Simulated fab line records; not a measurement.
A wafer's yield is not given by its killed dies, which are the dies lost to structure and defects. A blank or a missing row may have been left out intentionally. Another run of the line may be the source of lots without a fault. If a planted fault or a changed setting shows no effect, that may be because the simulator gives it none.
2 desks, one fault | flow gf180mcu | each desk has only its own numbers; what lay behind them comes last

THE METROLOGY DESK
What the gauges read, lot by lot, whatever tool the lot ran on: means of the sampled wafers that have a number. If a lot's mean is further than 4 standard deviations from the usual mean, the lot is out of limits and carries the mark OUT (the distance appears in the brackets).
Columns: A = NWELL_OVL at GF_NWELL_OVL_MEAS_07, usual 0.6 nm; B = LVPWELL_TW at GF_LVPWELL_TW_MEAS_11, usual 560.3; C = VT_IMPLANT_01_OVL at GF_VT_IMPLANT_OVL_MEAS_18, usual 0.9 nm; D = LVPWELL_RS at GF_VT_IMPLANT_RS_MEAS_48, usual 1196.2 ohm/sq
lot  | first seen here | A    | B               | C    | D
L460 | day 3 08:13     | 2.1  | 559.0           | 1.9  | 1194.9
L461 | day 3 14:46     | 0.9  | 560.8           | -1.0 | 1194.9
L466 | day 4 21:01     | 0.6  | 561.2           | -0.3 | 1192.8
L467 | day 4 22:58     | 1.4  | 620.3 (+21) OUT | 1.7  | -
L468 | day 5 03:17     | 2.0  | 559.2           | 3.2  | 1194.8
L469 | day 5 08:32     | -0.4 | 616.5 (+19) OUT | 1.8  | -
L475 | day 6 16:56     | 1.7  | 561.4           | 0.9  | 1192.8
L477 | day 7 05:16     | 1.2  | 561.7           | 2.1  | 1198.8
L479 | day 7 15:46     | 0.5  | 556.2           | 0.3  | 1199.3
L480 | day 7 20:56     | 1.5  | 560.1           | 0.7  | 1198.0
L481 | day 8 02:23     | -2.2 | 563.1           | -0.5 | 1197.2
L482 | day 8 07:10     | 2.0  | 563.4           | 1.0  | 1196.8
This desk's finding: out of limits on L467, L469; first on L467, day 5 13:35 (LVPWELL_TW at GF_LVPWELL_TW_MEAS_11). In limits: L460, L461, L466, L468, L475, L477, L479, L480, L481, L482.

THE TOOL OWNER'S DESK: implanter-03
GF_LVPWELL_IMPLANT_08, tool's own readings: per-lot mean of the sampled wafers with a number, covering each lot this tool ran. If a lot's mean is further than 4 standard deviations from the usual mean, the lot is out of limits and carries the mark OUT (the distance appears in the brackets).
Columns: A = doseIonsCm2 at GF_LVPWELL_IMPLANT_08, usual 1.5001e+13; B = tiltDeg at GF_LVPWELL_IMPLANT_08, usual 0.003 degrees
lot  | first seen here | A          | B
L466 | day 5 12:05     | 1.5002e+13 | 0.003
L467 | day 5 13:11     | 1.5015e+13 | 8.720 (+99 or more) OUT
L469 | day 5 23:08     | 1.5015e+13 | 8.728 (+99 or more) OUT
L480 | day 8 13:35     | 1.4986e+13 | -0.021
L482 | day 9 00:53     | 1.4990e+13 | 0.036
This desk's finding: out of limits on L467, L469; first on L467, day 5 13:11 (tiltDeg at GF_LVPWELL_IMPLANT_08). In limits: L466, L480, L482.

BROUGHT TOGETHER
The tool owner's desk had the chance to raise an alarm at day 5 13:11 on L467, L469.
On L467, L469, the metrology desk was in a position to raise an alarm at day 5 13:35.
Every lot named ran GF_LVPWELL_IMPLANT_08 on implanter-03.

WHAT HAD BEEN PUT IN BY THE SIMULATOR
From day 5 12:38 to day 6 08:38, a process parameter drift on implanter-03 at GF_LVPWELL_IMPLANT_08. Setting tiltDeg shifted by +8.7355 from 0. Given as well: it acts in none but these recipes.
Shown lots that were struck: L467, L469.
Delay (hours) between the fault's onset and each desk's first out-of-limits reading: 1 at the tool owner's desk, 1 at the metrology desk.
